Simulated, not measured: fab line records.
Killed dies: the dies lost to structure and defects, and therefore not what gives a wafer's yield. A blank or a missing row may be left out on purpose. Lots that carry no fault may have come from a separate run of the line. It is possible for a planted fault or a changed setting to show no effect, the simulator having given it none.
Matching of chambers    flow gf180mcu    cmp-02 running GF_CONTACT_CMP_04: 4 sister chambers
The step polishes SiO2. 4 wafers are shown with their chamber, then 9 later ones without.

EACH WAFER AND ITS CHAMBER
wafer   chamber  time to endpoint s (s)
L946.1  3        109
L955.1  2        105
L955.2  0        105
L955.4  1        117

WAFERS WITH NO CHAMBER GIVEN
wafer   time to endpoint s (s)
L959.4  107
L959.5  109
L959.6  109
L961.1  96
L961.2  105
L961.3  103
L963.3  103
L963.4  102
L963.5  109

EACH ONE'S CHAMBER
wafer   from the rows above           in truth
L959.4  can't be placed: 0 or 2 or 3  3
L959.5  can't be placed: 3 or 0 or 2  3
L959.6  can't be placed: 3 or 0 or 2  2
L961.1  can't be placed: 0 or 2 or 3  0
L961.2  can't be placed: 0 or 2 or 3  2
L961.3  can't be placed: 0 or 2 or 3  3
L963.3  can't be placed: 0 or 2 or 3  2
L963.4  can't be placed: 0 or 2 or 3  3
L963.5  can't be placed: 3 or 0 or 2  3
Correctly placed: 0 of 9. Cannot be placed on the basis of these rows: 9; the candidates contain the true chamber in 9. 0 placed wrongly.
How it was worked out, from the rows above alone: a wafer's distance from a chamber is the root of the sum, over the readings, of the square of ((its reading less the chamber's mean) divided by the reading's scatter). If the next closest chamber is less than 2 further off than the closest, the wafer can't be placed; otherwise it belongs to the closest. Each chamber's mean is taken over the wafers shown for it. The scatter (one wafer shown for each chamber): square how far every hidden wafer sits from the nearest shown wafer, average those squares and take the square root.
